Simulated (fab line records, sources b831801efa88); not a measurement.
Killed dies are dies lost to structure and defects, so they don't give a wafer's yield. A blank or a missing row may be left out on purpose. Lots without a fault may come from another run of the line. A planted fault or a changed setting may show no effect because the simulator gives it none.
A struck lot beside a sound one | flow gf180mcu | 14 steps out of a route of 602
Sound: wafers L971.2, L971.3, L971.6. Struck: wafers L973.1, L973.3, L973.6. The cause comes at the end.
At each step with rows: each side's tool, then ch and its chambers, then its first start. Under that, the readings that differ: sound wafers | struck wafers | difference of the means | sigmas: that difference in standard deviations of wafers without a fault.
alike: readings whose means differ by less than 2 such deviations, and words and numbers that are the same on both sides. not compared: withheld readings, readings that some wafer has no value for, bounds like >300 that may hide the same value, and numbers for which the record gives no deviation and whose values overlap.
The two part at a step that has a row with sigmas, a row that says differs or no value, or rows on one side only. Numbers that don't overlap but have no deviation are shown without sigmas and don't part them. A reading that every wafer of one side lacks parts them only if that side has two wafers or more.

first, 5 steps without rows for these wafers: GF_V4_COAT_09 (resist thk 1000 nm); GF_V4_SOFTBAKE_10 (time 60 s); GF_V4_EXPOSE_11 (exposes mask Via4, target cd 260 nm); GF_V4_PEB_12 (peb time 90 s); GF_V4_DEVELOP_13 (develop time 60 s).
GF_V4_CD_MEAS_14: target cd 260 nm.
  sound on cd_sem-01, day 28 21:45; struck on cd_sem-02, day 29 09:51
  alike: cd_nm
GF_V4_OVL_MEAS_15:
  sound on overlay-02, day 28 21:52; struck on overlay-02, day 29 09:58
  alike: V4_OVL
GF_V4_ETCH_16: etches BARC in N2/H2.
  sound on rie_diel-02 ch 0,1,2, day 28 21:53; struck on rie_diel-02 ch 1,2, day 29 10:00
  alike: drypump_motor_current_A, oes_product_au, throttle_valve_pct
GF_V4_ETCH_17: etches SiO2 in C4F8/O2/Ar, stops on TiN, target depth 630 nm.
  sound on rie_diel-02 ch 0,1,2; struck on rie_diel-02 ch 1,2
  alike: oes_product_au
GF_V4_STRIP_18: strips in O2/N2.
  sound on plasma_asher-01 ch 0,1, day 28 22:01; struck on plasma_asher-01 ch 0,1, day 29 10:08
  alike: drypump_motor_current_A, heater_power_w, oes_product_au
  not compared: rf_hours_counter_h
then, 2 steps without rows for these wafers: GF_V4_STRIP_19 (strips in post etch residue remover, time 1200 s); GF_V4_CLEAN_20 (cleans in DIW).
GF_V4_SPUTTER_21: material Ti, target thk 15 nm, time 80.02 s.
  sound on pvd_sputter-02, day 28 22:33; struck on pvd_sputter-03, day 29 10:42
  no value came back on the struck wafers for cathode_dc_power_W (W), chamber_pressure_pa (Pa), throttle_valve_pct (%); on the sound wafers cathode_dc_power_W (W) reads 2500.3 2499.4 2499.7
GF_V4_SPUTTER_22: material TiN, target thk 10 nm, time 40 s.
  sound on pvd_sputter-02, day 28 22:37; struck on pvd_sputter-03, day 29 10:46
  alike: cathode_dc_power_W, chamber_pressure_pa, throttle_valve_pct

WHERE THEY PART
Only at GF_V4_SPUTTER_21, within this record. Later steps at which nothing parts them and some readings are alike: GF_V4_SPUTTER_22.

WHY: what the simulator had put in
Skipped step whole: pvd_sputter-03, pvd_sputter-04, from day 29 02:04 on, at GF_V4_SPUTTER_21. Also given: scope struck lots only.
